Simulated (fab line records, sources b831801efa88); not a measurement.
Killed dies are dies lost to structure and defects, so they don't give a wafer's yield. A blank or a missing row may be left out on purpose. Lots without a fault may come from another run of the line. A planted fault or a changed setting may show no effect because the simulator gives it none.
One fault seen from 2 desks | flow gf180mcu | each desk has only its own numbers; what lay behind them comes last

THE TOOL OWNER'S DESK: pvd_sputter-03
The tool's own readings at GF_M4_SPUTTER_04 (material TiN, target thk 50 nm, time 41.7 s): means of the sampled wafers that have a number, for each lot that ran on this tool. A lot is out of limits, marked OUT, if its mean lies more than 4 standard deviations from the usual mean; the brackets give that distance.
Columns: A = chamber_pressure_pa at GF_M4_SPUTTER_04, usual 0.4001 Pa; B = throttle_valve_pct at GF_M4_SPUTTER_04, usual 29.9 %
lot  | first seen here | A      | B
L134 | day 23 18:35    | 0.3997 | 30.6
L138 | day 25 08:32    | 0.4005 | 30.5
L143 | day 26 17:31    | 0.4008 | 30.3
This desk's finding: nothing out of limits on any of the 3 lots.

THE METROLOGY DESK
What the gauges read, lot by lot, whatever tool the lot ran on: means of the sampled wafers that have a number. A lot is out of limits, marked OUT, if its mean lies more than 4 standard deviations from the usual mean; the brackets give that distance. Of its 9 readings 7 are shown: those that lie furthest out on some lot.
Columns: A = V3_W_RS at GF_V3_RS_MEAS_24, usual 0.327 ohm/sq; B = V3_W_THK at GF_V3_THK_MEAS_25, usual 341 nm; C = M4_ALCU_RS at GF_M4_RS_MEAS_05, usual 0.0704 ohm/sq; D = M4_ALCU_THK at GF_M4_THK_MEAS_06, usual 445 nm; E = cd_nm at GF_M4_CD_MEAS_14, usual 280.3 nm; F = V4_CVD_00_THK at GF_V4_THK_MEAS_01, usual 602 nm; G = V4_BOW at GF_V4_BOW_MEAS_05, usual 136 um
lot  | first seen here | A     | B   | C      | D   | E     | F   | G
L134 | day 23 17:56    | 0.325 | 345 | 0.0703 | 442 | 279.4 | 610 | 134
L138 | day 25 07:53    | 0.329 | 333 | 0.0691 | 457 | 280.5 | 614 | 144
L143 | day 26 16:54    | 0.324 | 347 | 0.0690 | 459 | 279.1 | 605 | 136
L150 | day 28 14:33    | 0.335 | 331 | 0.0708 | 445 | 281.3 | 605 | 133
L152 | day 29 06:22    | 0.324 | 344 | 0.0718 | 434 | 279.5 | 596 | 119
This desk's finding: nothing out of limits on any of the 5 lots.

PUT TOGETHER
The tool owner's desk saw nothing out of limits.
The metrology desk saw nothing out of limits.

WHAT THE SIMULATOR HAD PUT IN
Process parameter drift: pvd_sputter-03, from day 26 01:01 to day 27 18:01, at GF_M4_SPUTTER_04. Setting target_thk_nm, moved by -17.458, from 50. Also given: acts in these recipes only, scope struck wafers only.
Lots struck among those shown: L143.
